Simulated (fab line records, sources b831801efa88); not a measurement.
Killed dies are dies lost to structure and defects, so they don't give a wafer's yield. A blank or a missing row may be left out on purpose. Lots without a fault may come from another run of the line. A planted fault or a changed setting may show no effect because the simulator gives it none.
fab line records | flow gf180mcu
record lots=24 wafers=72 last_day=34
route steps=602 shown PSD@256 V1@351 V2@404 M3@411 M4@473
lots that met no fault: from a run of the same line without faults
start_h: hours from the record's first day to the start of the lot's first wafer shown | wait_h: hours since the lot's step before | " the same as in the row above | L1.1+2: a row that stands for several wafers | - no value, or no start given | * or withheld: withheld | < > ~ a bound
route shown NAME@n: a module of which the file shows steps, and the number in the route of the first | usual: mean/standard deviation of fault-free wafers | same: alike in all rows | chamber/n: place in a boat | sites: the reading at each site | _std_site: their standard deviation | _edge_site: outer sites' mean less inner sites' | radius_mm: how far each site lies from the wafer's centre | mask NAME#n: copy n | behind: the tool/chamber that last shaped the wafer | hold: why the lot was held/for how many hours/how that ended | device: the transistor (n, p or np) that didn't switch | end of line: the same wafers' tests at the end of the route | a step without rows: its recipe alone | killed: dies lost to structure and defects at the first sort, not the wafer's yield | map: a wafer's dies, x killed, . not, _ none there
set.NAME: the setting as run; set.NAME@STEP: as run at that earlier step | model.NAME: the simulator's own value behind a step, which no gauge read
steps of the route over a sample of lots; a table a step, a row a wafer
services: from which hour (start_h, from the record's first day; less than 0 if before it) a tool's chamber was out of use, for how many hours, and why
## steps
# step GF_PSD_OVL_MEAS_08
# usual PSD_OVL=0.8/1.2
# columns lot.wafer tool chamber start_h wait_h PSD_OVL[nm]
L074.2 overlay-02 - 321.87 0.1 0.7
L074.3 " - " " -1.5
L074.4 " - " " 1.0
L075.2 overlay-01 - 337.32 0.1 0.5
L075.5 " - " " 2.2
L075.6 " - " " -0.2
L076.1 overlay-01 - 340.63 0.1 2.4
L076.3 " - " " 0.8
L076.6 " - " " 1.7
L077.2 overlay-01 - 345.77 0.1 1.5
L077.3 " - " " 2.3
L077.6 " - " " 0.1
L078.1 overlay-01 - 354.05 0.1 2.6
L078.2 " - " " 4.4
L078.3 " - " " 3.0
L079.3 overlay-02 - 361.51 0.1 1.6
L079.4 " - " " 0.3
L079.5 " - " " -0.5
L080.1 overlay-02 - 376.85 0.1 1.5
L080.2 " - " " 2.8
L080.6 " - " " 2.1
L081.1 overlay-02 - 387.85 0.1 0.2
L081.3 " - " " -0.2
L081.6 " - " " -1.7
L082.1 overlay-02 - 392.28 0.1 1.0
L082.2 " - " " 1.4
L082.3 " - " " 1.5
L083.1 overlay-02 - 398.18 0.1 -0.2
L083.3 " - " " 0.4
L083.5 " - " " -0.7
L084.1 overlay-02 - 399.70 0.1 -0.7
L084.2 " - " " -1.1
L084.3 " - " " 0.0
L085.4 overlay-01 - 412.75 0.1 2.6
L085.5 " - " " 1.2
L085.6 " - " " 1.1
L086.1 overlay-01 - 418.31 0.1 1.6
L086.4 " - " " 0.4
L086.5 " - " " 2.0
L087.4 overlay-01 - 427.03 0.1 1.1
L087.5 " - " " 1.2
L087.6 " - " " 1.3
L088.1 overlay-01 - 437.46 0.1 2.5
L088.2 " - " " 1.0
L088.5 " - " " 0.8
L089.1 overlay-01 - 443.36 0.1 0.6
L089.5 " - " " 2.0
L089.6 " - " " 0.5
L090.2 overlay-02 - 454.01 0.1 1.7
L090.3 " - " " 1.0
L090.4 " - " " 1.8
L091.2 overlay-01 - 463.96 0.1 -0.8
L091.3 " - " " -1.8
L091.6 " - " " -0.9
L092.1 overlay-02 - 472.28 0.1 1.5
L092.3 " - " " -1.2
L092.4 " - " " 1.8
L093.1 overlay-01 - 478.15 0.1 0.0
L093.3 " - " " -1.2
L093.6 " - " " -1.0
L094.1 overlay-02 - 483.70 0.1 1.0
L094.3 " - " " 1.3
L094.6 " - " " 1.2
L095.3 overlay-01 - 494.58 0.1 0.5
L095.4 " - " " 2.6
L095.6 " - " " 0.9
L096.2 overlay-01 - 499.20 0.1 0.4
L096.4 " - " " 1.6
L096.6 " - " " 2.1
L097.3 overlay-01 - 505.37 0.1 0.6
L097.5 " - " " -0.2
L097.6 " - " " 0.8
# step GF_V1_ETCH_16
# recipe chemistry=N2/H2 target_depth_a=withheld overetch_a=withheld time_s=withheld target=BARC ion_energy_ev=200 source_w=500 bias_w=100 pressure_mtorr=30 n2_flow_sccm=100 h2_flow_sccm=200
# usual drypump_motor_current_A=5.8/0.41 h2_flow_sccm=200.1/0.54 oes_product_au=0.854/0.0048 rf_fwd_power_W=495.0/2 throttle_valve_pct=13.226/0.0097
# columns lot.wafer tool chamber start_h wait_h drypump_motor_current_A h2_flow_sccm oes_product_au rf_fwd_power_W throttle_valve_pct
L074.2 rie_diel-03 2 417.32 0.0 5.1 198.5 0.853 493.3 13.223
L074.3 " 0 " " 5.4 200.1 0.852 493.6 13.227
L074.4 " 1 " " 6.1 200.4 0.851 490.1 13.221
L075.2 rie_diel-04 0 434.77 0.0 5.4 200.0 0.854 494.9 13.225
L075.5 " 1 " " 6.1 200.7 0.847 496.1 13.209
L075.6 " 0 " " 5.4 200.0 0.853 495.0 13.223
L076.1 rie_diel-02 2 436.88 0.0 6.3 200.0 0.850 492.1 13.242
L076.3 " 1 " " 5.5 200.7 0.854 494.3 13.228
L076.6 " 1 " " 5.5 199.6 0.853 496.5 13.250
L077.2 rie_diel-02 3 442.63 0.0 5.7 199.9 0.853 496.4 13.233
L077.3 " 1 " " 5.5 199.7 0.862 494.1 13.235
L077.6 " 0 " " 6.2 200.4 0.856 496.0 13.220
L078.1 rie_diel-03 1 453.13 0.0 6.1 200.4 0.852 491.1 13.219
L078.2 " 2 " " 5.1 200.1 0.865 496.5 13.228
L078.3 " 3 " " 5.6 200.2 0.860 493.5 13.217
L079.3 rie_diel-04 3 462.09 0.0 6.3 200.2 0.865 495.3 13.225
L079.4 " 3 " " 6.3 200.7 0.856 495.0 13.223
L079.5 " 0 " " 5.3 200.1 0.844 494.2 13.230
L080.1 rie_diel-02 2 478.12 0.0 6.3 200.8 0.854 494.1 13.227
L080.2 " 3 " " 5.7 199.9 0.861 495.3 13.227
L080.6 " 2 " " 6.3 200.9 0.853 492.0 13.223
L081.1 rie_diel-03 1 490.02 0.0 6.1 199.8 0.849 492.7 13.215
L081.3 " 3 " " 5.5 199.2 0.857 494.5 13.207
L081.6 " 2 " " 5.1 199.8 0.850 499.1 13.220
L082.1 rie_diel-04 2 492.62 0.0 5.5 200.8 0.864 495.7 13.217
L082.2 " 1 " " 6.2 200.5 0.852 495.4 13.240
L082.3 " 3 " " 6.4 199.8 0.850 495.5 13.222
L083.1 rie_diel-02 2 500.93 0.0 6.3 200.1 0.853 494.9 13.233
L083.3 " 0 " " 6.2 200.2 0.856 494.0 13.210
L083.5 " 3 " " 5.8 199.6 0.847 494.8 13.238
L084.1 rie_diel-04 3 500.97 0.0 6.3 201.0 0.851 494.2 13.217
L084.2 " 1 " " 6.1 200.2 0.851 495.7 13.234
L084.3 " 0 " " 5.4 200.2 0.855 494.3 13.227
L085.4 rie_diel-04 3 515.34 0.0 6.4 200.9 0.858 498.5 13.241
L085.5 " 0 " " 5.4 199.9 0.853 498.1 13.239
L085.6 " 1 " " 6.1 200.1 0.854 500.0 13.241
L086.1 rie_diel-04 3 519.38 0.0 6.4 199.6 0.851 500.9 13.232
L086.4 " 0 " " 5.3 200.2 0.858 495.2 13.227
L086.5 " 2 " " 5.5 199.7 0.853 495.8 13.233
L087.4 rie_diel-04 3 531.62 0.0 6.4 198.9 0.853 496.2 13.223
L087.5 " 2 " " 5.5 200.4 0.852 496.0 13.230
L087.6 " 1 " " 6.1 199.9 0.856 492.5 13.243
L088.1 rie_diel-03 1 536.99 0.0 6.2 199.8 0.855 494.2 13.225
L088.2 " 0 " " 5.5 200.7 0.853 493.6 13.216
L088.5 " 0 " " 5.5 200.1 0.854 494.0 13.241
L089.1 rie_diel-04 1 542.90 0.0 6.1 199.2 0.853 495.0 13.222
L089.5 " 1 " " 6.1 199.7 0.859 495.7 13.217
L089.6 " 2 " " 5.5 200.2 0.854 496.9 13.232
L090.2 rie_diel-02 0 553.82 0.0 6.2 200.7 0.850 494.3 13.205
L090.3 " 2 " " 6.3 201.1 0.852 495.9 13.240
L090.4 " 3 " " 5.7 199.2 0.840 493.5 13.234
L091.2 rie_diel-02 1 562.64 0.0 5.5 200.2 0.857 494.7 13.228
L091.3 " 2 " " 6.3 200.3 0.857 494.7 13.227
L091.6 " 3 " " 5.7 200.2 0.850 494.8 13.228
L092.1 rie_diel-04 0 570.69 0.0 5.3 200.6 0.866 495.9 13.248
L092.3 " 1 " " 6.1 199.9 0.859 497.4 13.233
L092.4 " 2 " " 5.5 199.7 0.863 496.9 13.201
L093.1 rie_diel-03 1 575.78 0.0 6.1 199.5 0.859 491.5 13.211
L093.3 " 2 " " 5.1 200.0 0.867 495.8 13.243
L093.6 " 1 " " 6.1 200.1 0.853 492.5 13.221
L094.1 rie_diel-04 3 580.81 0.0 6.3 200.3 0.855 494.4 13.239
L094.3 " 1 " " 6.1 199.5 0.852 495.8 13.237
L094.6 " 2 " " 5.5 199.1 0.851 495.8 13.210
L095.3 rie_diel-03 2 589.23 0.0 5.1 201.3 0.849 496.9 13.225
L095.4 " 0 " " 5.4 199.7 0.853 495.4 13.236
L095.6 " 3 " " 5.5 200.3 0.853 493.9 13.217
L096.2 rie_diel-02 1 594.49 0.0 5.5 200.0 0.855 493.8 13.223
L096.4 " 1 " " 5.5 200.0 0.856 493.1 13.219
L096.6 " 3 " " 5.7 201.1 0.853 491.7 13.207
L097.3 rie_diel-02 1 601.08 0.0 5.5 199.1 0.858 494.6 13.219
L097.5 " 2 " " 6.3 200.4 0.855 491.8 13.216
L097.6 " 1 " " 5.5 200.0 0.851 493.3 13.222
# step GF_V2_SPUTTER_22
# recipe material=TiN target_thk_nm=10 chamber_pressure_pa=5 power_w=4000 time_s=40
# usual cathode_dc_power_W=3999.9/0.73 throttle_valve_pct=30.2/1.1
# columns lot.wafer tool chamber start_h wait_h cathode_dc_power_W throttle_valve_pct
L074.2 pvd_sputter-01 - 470.41 0.0 3999.7 29.5
L074.3 " - " " 3999.8 29.3
L074.4 " - " " 4000.8 28.2
L075.2 pvd_sputter-04 - 486.73 0.0 4001.0 30.9
L075.5 " - " " 4000.8 29.4
L075.6 " - " " 3999.9 30.2
L076.1 pvd_sputter-01 - 489.82 0.0 4000.5 28.1
L076.3 " - " " 4000.2 29.5
L076.6 " - " " 3999.1 31.5
L077.2 pvd_sputter-01 - 495.02 0.0 4001.6 28.2
L077.3 " - " " 3999.8 29.3
L077.6 " - " " 4000.7 29.3
L078.1 pvd_sputter-04 - 505.84 0.0 3999.7 29.3
L078.2 " - " " 4000.1 30.2
L078.3 " - " " 3999.7 31.1
L079.3 pvd_sputter-02 - 512.84 0.0 3999.5 30.8
L079.4 " - " " 4000.7 30.7
L079.5 " - " " 4000.4 32.0
L080.1 pvd_sputter-04 - 529.49 0.0 4000.4 29.8
L080.2 " - " " 4000.0 29.3
L080.6 " - " " 4000.6 30.1
L081.1 pvd_sputter-04 - 540.61 0.0 3999.9 30.4
L081.3 " - " " 4000.1 30.2
L081.6 " - " " 4000.1 30.4
L082.1 pvd_sputter-02 - 543.28 0.0 3999.2 30.7
L082.2 " - " " 4000.9 32.0
L082.3 " - " " 4000.3 30.3
L084.1 pvd_sputter-02 - 551.58 0.0 4000.7 31.1
L084.2 " - " " 3999.7 30.2
L084.3 " - " " 4000.3 31.8
L083.1 pvd_sputter-01 - 552.12 0.0 3999.4 29.4
L083.3 " - " " 3999.8 28.1
L083.5 " - " " 3999.9 29.2
L085.4 pvd_sputter-04 - 564.10 0.0 3998.9 29.9
L085.5 " - " " 3999.5 29.9
L085.6 " - " " 3999.6 30.5
L086.1 pvd_sputter-01 - 568.97 0.0 4000.3 28.9
L086.4 " - " " 3999.8 28.1
L086.5 " - " " 4001.0 28.0
L087.4 pvd_sputter-02 - 579.58 0.0 3998.8 31.8
L087.5 " - " " 3999.7 30.9
L087.6 " - " " 4000.6 30.1
L088.1 pvd_sputter-01 - 585.37 0.0 4000.6 29.3
L088.2 " - " " 3999.3 29.3
L088.5 " - " " 4000.5 29.4
L089.1 pvd_sputter-01 - 590.91 0.0 3998.3 29.2
L089.5 " - " " 4000.1 28.2
L089.6 " - " " 3999.1 31.7
L090.2 pvd_sputter-02 - 600.86 0.0 4000.2 30.6
L090.3 " - " " 3999.3 30.8
L090.4 " - " " 4001.1 32.1
L091.2 pvd_sputter-01 - 608.70 0.0 3999.2 32.1
L091.3 " - " " 3998.8 29.2
L091.6 " - " " 4000.3 29.2
L092.1 pvd_sputter-01 - 617.26 0.0 3999.7 32.1
L092.3 " - " " 4000.0 29.5
L092.4 " - " " 4000.3 29.1
L093.1 pvd_sputter-02 - 624.48 0.0 4001.0 32.1
L093.3 " - " " 4000.1 30.0
L093.6 " - " " 3999.1 30.8
L094.1 pvd_sputter-04 - 626.36 0.0 4001.3 30.6
L094.3 " - " " 3999.7 29.2
L094.6 " - " " 3999.3 30.5
L095.3 pvd_sputter-01 - 633.61 0.0 4000.9 29.4
L095.4 " - " " 3999.7 29.3
L095.6 " - " " 3998.9 31.9
L096.2 pvd_sputter-04 - 638.84 0.0 4000.3 29.3
L096.4 " - " " 4000.1 30.0
L096.6 " - " " 4001.0 30.3
L097.3 pvd_sputter-02 - 644.97 0.0 4001.1 30.9
L097.5 " - " " 3999.6 31.9
L097.6 " - " " 4000.2 30.9
# step GF_V2_CVD_23
# recipe material=W target_thk_nm=350 time_s=104.94 temp_c=400 pressure_torr=40
# usual heater_power_w=862/49
# columns lot.wafer tool chamber start_h wait_h heater_power_w
L074.2 cvd_w-01 0 470.45 0.0 876
L074.3 " 1 " " 782
L074.4 " 0 " " 854
L075.2 cvd_w-01 1 486.76 0.0 806
L075.5 " 1 " " 788
L075.6 " 0 " " 867
L076.1 cvd_w-01 0 489.86 0.0 878
L076.3 " 1 " " 786
L076.6 " 0 " " 858
L077.2 cvd_w-01 0 495.06 0.0 878
L077.3 " 1 " " 801
L077.6 " 1 " " 802
L078.1 cvd_w-02 1 505.88 0.0 895
L078.2 " 0 " " 847
L078.3 " 0 " " 835
L079.3 cvd_w-01 0 512.92 0.1 871
L079.4 " 1 " " 790
L079.5 " 1 " " 783
L080.1 cvd_w-02 1 529.53 0.0 928
L080.2 " 0 " " 852
L080.6 " 0 " " 883
L081.1 cvd_w-02 1 540.65 0.0 957
L081.3 " 1 " " 938
L081.6 " 1 " " 902
L082.1 cvd_w-01 0 543.31 0.0 860
L082.2 " 1 " " 808
L082.3 " 1 " " 793
L084.1 cvd_w-02 1 551.62 0.0 916
L084.2 " 0 " " 868
L084.3 " 0 " " 870
L083.1 cvd_w-01 1 552.15 0.0 806
L083.3 " 0 " " 857
L083.5 " 1 " " 790
L085.4 cvd_w-02 1 564.18 0.1 933
L085.5 " 0 " " 866
L085.6 " 1 " " 916
L086.1 cvd_w-02 1 569.01 0.0 907
L086.4 " 0 " " 866
L086.5 " 1 " " 908
L087.4 cvd_w-01 1 579.63 0.0 795
L087.5 " 1 " " 797
L087.6 " 0 " " 891
L088.1 cvd_w-01 0 585.41 0.0 861
L088.2 " 1 " " 788
L088.5 " 0 " " 847
L089.1 cvd_w-02 0 590.94 0.0 883
L089.5 " 1 " " 910
L089.6 " 0 " " 833
L090.2 cvd_w-02 0 600.89 0.0 867
L090.3 " 1 " " 916
L090.4 " 0 " " 876
L091.2 cvd_w-01 0 608.75 0.0 833
L091.3 " 0 " " 867
L091.6 " 0 " " 867
L092.1 cvd_w-01 1 617.29 0.0 811
L092.3 " 1 " " 792
L092.4 " 0 " " 882
L093.1 cvd_w-02 0 624.52 0.0 853
L093.3 " 0 " " 880
L093.6 " 0 " " 872
L094.1 cvd_w-01 0 626.39 0.0 848
L094.3 " 0 " " 844
L094.6 " 0 " " 873
L095.3 cvd_w-01 0 633.69 0.1 878
L095.4 " 1 " " 804
L095.6 " 0 " " 853
L096.2 cvd_w-02 1 638.88 0.0 952
L096.4 " 1 " " 939
L096.6 " 1 " " 940
L097.3 cvd_w-02 0 645.04 0.1 862
L097.5 " 0 " " 887
L097.6 " 1 " " 937
# step GF_M3_SPUTTER_02
# recipe material=AlCu target_thk_nm=450 power_w=10600 time_s=23.9 chamber_pressure_pa=0.4
# usual cathode_dc_power_W=10600/1.9 throttle_valve_pct=29.8/1.2
# columns lot.wafer tool chamber start_h wait_h cathode_dc_power_W throttle_valve_pct
L074.2 pvd_sputter-04 - 471.18 0.0 10598 31.0
L074.3 " - " " 10597 29.5
L074.4 " - " " 10599 30.0
L075.2 pvd_sputter-01 - 487.49 0.0 10600 29.1
L075.5 " - " " 10600 28.3
L075.6 " - " " 10602 31.8
L076.1 pvd_sputter-04 - 490.58 0.0 10599 29.3
L076.3 " - " " 10601 31.1
L076.6 " - " " 10598 29.9
L077.2 pvd_sputter-03 - 495.78 0.0 10600 31.2
L077.3 " - " " 10599 29.3
L077.6 " - " " 10603 29.2
L078.1 pvd_sputter-01 - 506.62 0.0 10602 29.5
L078.2 " - " " 10596 31.9
L078.3 " - " " 10600 29.2
L079.3 pvd_sputter-01 - 513.60 0.0 10604 28.3
L079.4 " - " " 10599 29.3
L079.5 " - " " 10600 31.6
L080.1 pvd_sputter-03 - 530.25 0.0 10599 28.0
L080.2 " - " " 10602 31.2
L080.6 " - " " 10598 29.2
L081.1 pvd_sputter-01 - 541.37 0.0 10604 29.5
L081.3 " - " " 10600 29.2
L081.6 " - " " 10599 28.1
L082.1 pvd_sputter-01 - 544.04 0.0 10599 31.6
L082.2 " - " " 10598 28.0
L082.3 " - " " 10599 29.9
L084.1 pvd_sputter-03 - 552.34 0.0 10599 29.0
L084.2 " - " " 10602 31.1
L084.3 " - " " 10600 28.1
L083.1 pvd_sputter-01 - 552.88 0.0 10601 29.0
L083.3 " - " " 10599 28.3
L083.5 " - " " 10602 29.3
L085.4 pvd_sputter-04 - 564.86 0.0 10601 30.1
L085.5 " - " " 10601 29.5
L085.6 " - " " 10601 30.9
L086.1 pvd_sputter-03 - 569.73 0.0 10599 30.7
L086.4 " - " " 10601 28.0
L086.5 " - " " 10600 30.2
L087.4 pvd_sputter-03 - 580.33 0.0 10599 29.3
L087.5 " - " " 10601 27.9
L087.6 " - " " 10601 30.7
L088.1 pvd_sputter-03 - 586.14 0.0 10605 31.1
L088.2 " - " " 10601 29.2
L088.5 " - " " 10603 30.5
L089.1 pvd_sputter-03 - 591.67 0.0 10599 27.8
L089.5 " - " " 10600 28.2
L089.6 " - " " 10602 30.4
L090.2 pvd_sputter-01 - 601.64 0.0 10600 32.1
L090.3 " - " " 10599 29.5
L090.4 " - " " 10601 28.1
L091.2 pvd_sputter-01 - 609.47 0.0 10600 29.4
L091.3 " - " " 10601 32.1
L091.6 " - " " 10602 31.8
L092.1 pvd_sputter-04 - 618.02 0.0 10601 30.8
L092.3 " - " " 10600 30.1
L092.4 " - " " 10597 30.4
L093.1 pvd_sputter-01 - 625.24 0.0 10600 31.8
L093.3 " - " " 10601 28.2
L093.6 " - " " 10600 29.5
L094.1 pvd_sputter-01 - 627.12 0.0 10598 31.5
L094.3 " - " " 10603 29.2
L094.6 " - " " 10602 29.5
L095.3 pvd_sputter-01 - 634.53 0.0 10601 31.8
L095.4 " - " " 10602 28.8
L095.6 " - " " 10598 29.5
L096.2 pvd_sputter-01 - 639.60 0.0 10594 29.4
L096.4 " - " " 10596 32.3
L096.6 " - " " 10601 29.6
L097.3 pvd_sputter-01 - 645.73 0.0 10596 29.4
L097.5 " - " " 10598 29.3
L097.6 " - " " 10602 31.8
# step GF_M4_STRIP_17
# recipe chemistry=O2/N2 power_w=1400 pressure_mtorr=1500 platen_temp_c=250 o2_flow_sccm=3000 n2_flow_sccm=300 overash_fraction=0.5
# usual drypump_motor_current_A=5.4/0.43 heater_power_w=318/33 oes_product_au=0.556/0.0055 strip_time_to_endpoint_s=7.84/0.063
# same overash_fraction=0.5
# columns lot.wafer tool chamber start_h wait_h drypump_motor_current_A heater_power_w oes_product_au rf_hours_counter_h strip_time_to_endpoint_s
L074.2 plasma_asher-01 0 546.28 0.1 5.8 307 0.556 43 7.87
L074.3 " 1 " " 5.1 296 0.551 - 7.86
L074.4 " 0 " " 5.8 302 0.557 - 7.73
L075.2 plasma_asher-02 0 560.03 0.1 4.9 320 0.557 79 7.80
L075.5 " 1 " " 5.8 300 0.553 - 7.86
L075.6 " 0 " " 4.9 313 0.558 - 7.84
L076.1 plasma_asher-03 0 562.18 0.1 5.2 407 0.561 97 7.94
L076.3 " 1 " " 6.0 309 0.557 - 7.77
L076.6 " 1 " " 6.0 302 0.557 - 7.80
L077.2 plasma_asher-02 1 567.88 0.1 5.8 299 0.553 79 7.94
L077.3 " 1 " " 5.9 299 0.558 - 7.96
L077.6 " 1 " " 5.9 305 0.557 - 7.83
L078.1 plasma_asher-02 1 577.66 0.1 5.9 299 0.565 80 7.88
L078.2 " 0 " " 4.8 319 0.556 80 7.83
L078.3 " 1 " " 5.8 311 0.556 - 7.80
L079.3 plasma_asher-03 0 584.14 0.1 5.1 412 0.548 - 7.75
L079.4 " 1 " " 6.0 297 0.564 - 7.88
L079.5 " 1 " " 6.0 309 0.553 - 7.76
L080.1 plasma_asher-03 1 600.23 0.1 6.0 295 0.554 101 7.87
L080.2 " 0 " " 5.1 410 0.556 101 7.87
L080.6 " 1 " " 6.0 316 0.551 - 7.90
L081.1 plasma_asher-01 0 609.58 0.1 5.8 297 0.552 50 7.81
L081.3 " 0 " " 5.8 305 0.562 - 7.92
L081.6 " 1 " " 5.1 296 0.566 - 7.82
L082.1 plasma_asher-01 0 611.05 0.1 5.8 313 0.558 50 7.89
L082.2 " 1 " " 5.1 300 0.559 50 7.87
L082.3 " 1 " " 5.1 300 0.551 - 7.85
L084.1 plasma_asher-03 0 620.05 0.1 5.2 402 0.557 103 7.80
L084.2 " 1 " " 6.0 307 0.550 103 7.83
L084.3 " 1 " " 6.0 310 0.553 - 7.83
L083.1 plasma_asher-01 1 620.40 0.1 5.1 305 0.555 51 7.80
L083.3 " 0 " " 5.8 309 0.557 - 7.85
L083.5 " 1 " " 5.1 293 0.557 - 7.83
L085.4 plasma_asher-02 1 630.96 0.1 5.8 311 0.549 - 7.80
L085.5 " 1 " " 5.8 311 0.554 - 7.81
L085.6 " 0 " " 4.8 321 0.568 - 7.93
L086.1 plasma_asher-01 0 635.18 0.1 5.8 296 0.550 53 7.76
L086.4 " 1 " " 5.1 299 0.552 - 7.77
L086.5 " 0 " " 5.8 304 0.551 - 7.76
L087.4 plasma_asher-02 0 645.91 0.1 4.8 321 0.559 - 7.86
L087.5 " 0 " " 4.8 327 0.552 - 7.84
L087.6 " 1 " " 5.8 309 0.560 - 7.85
L088.1 plasma_asher-03 1 650.93 0.1 6.0 306 0.559 107 7.94
L088.2 " 0 " " 5.1 397 0.556 107 7.84
L088.5 " 0 " " 5.2 403 0.563 - 7.93
L089.1 plasma_asher-01 0 655.64 0.1 5.8 309 0.554 55 7.84
L089.5 " 1 " " 5.0 307 0.553 - 7.85
L089.6 " 0 " " 5.8 306 0.565 - 7.97
L090.2 plasma_asher-01 0 665.48 0.1 5.8 306 0.553 56 7.81
L090.3 " 0 " " 5.8 307 0.555 - 7.81
L090.4 " 1 " " 5.1 298 0.553 - 7.83
L091.2 plasma_asher-02 1 672.19 0.1 5.8 308 0.552 91 7.77
L091.3 " 0 " " 4.8 320 0.552 - 7.74
L091.6 " 0 " " 4.8 314 0.546 - 7.75
L092.1 plasma_asher-01 0 681.03 0.1 5.8 304 0.554 58 7.80
L092.3 " 0 " " 5.8 300 0.558 - 7.77
L092.4 " 1 " " 5.1 301 0.543 - 7.77
L093.1 plasma_asher-01 1 686.88 0.1 5.1 299 0.561 58 7.76
L093.3 " 1 " " 5.1 297 0.552 - 7.74
L093.6 " 0 " " 5.8 312 0.548 - 7.84
L094.1 plasma_asher-01 1 689.33 0.1 5.1 304 0.554 58 7.81
L094.3 " 0 " " 5.8 311 0.560 - 7.80
L094.6 " 0 " " 5.8 302 0.550 - 7.79
L095.3 plasma_asher-01 1 695.01 0.1 5.1 305 0.549 - 7.84
L095.4 " 0 " " 5.8 308 0.559 - 7.86
L095.6 " 0 " " 5.8 306 0.559 - 7.86
L096.2 plasma_asher-03 1 701.10 0.1 6.0 306 0.552 110 7.91
L096.4 " 0 " " 5.2 401 0.565 - 7.92
L096.6 " 0 " " 5.2 405 0.553 - 7.88
L097.3 plasma_asher-01 1 706.72 0.1 5.1 300 0.556 - 7.94
L097.5 " 1 " " 5.1 297 0.552 - 7.96
L097.6 " 0 " " 5.8 311 0.570 - 7.94
## services
# columns tool chamber start_h hours kind
pvd_sputter-03 - 395.37 3.4 repair
pvd_sputter-02 - 396.06 0.7 repair
pvd_sputter-04 - 416.22 3.1 repair
cvd_w-01 - 424.82 6.9 pm
pvd_sputter-01 - 439.97 5.4 repair
rie_diel-02 3 445.74 4.7 repair
plasma_asher-01 - 451.30 1.8 repair
rie_diel-04 3 454.94 3.3 repair
plasma_asher-01 - 464.65 28.1 pm
rie_diel-02 0 477.85 4.0 repair
rie_diel-02 3 523.22 8.1 repair
rie_diel-02 1 530.29 4.9 repair
rie_diel-04 - 533.83 2.8 pm
pvd_sputter-04 - 566.78 3.0 repair
pvd_sputter-04 - 570.02 13.8 repair
pvd_sputter-04 - 588.17 3.0 repair
pvd_sputter-04 - 606.44 3.1 repair
pvd_sputter-04 - 630.15 7.7 repair
cvd_w-01 1 658.84 10.1 repair
rie_diel-04 1 664.14 2.7 repair
plasma_asher-01 - 669.40 1.9 repair
rie_diel-04 - 675.03 4.0 pm
cvd_w-01 1 695.57 3.4 repair
cvd_w-01 - 698.71 2.8 pm
## key
fault none
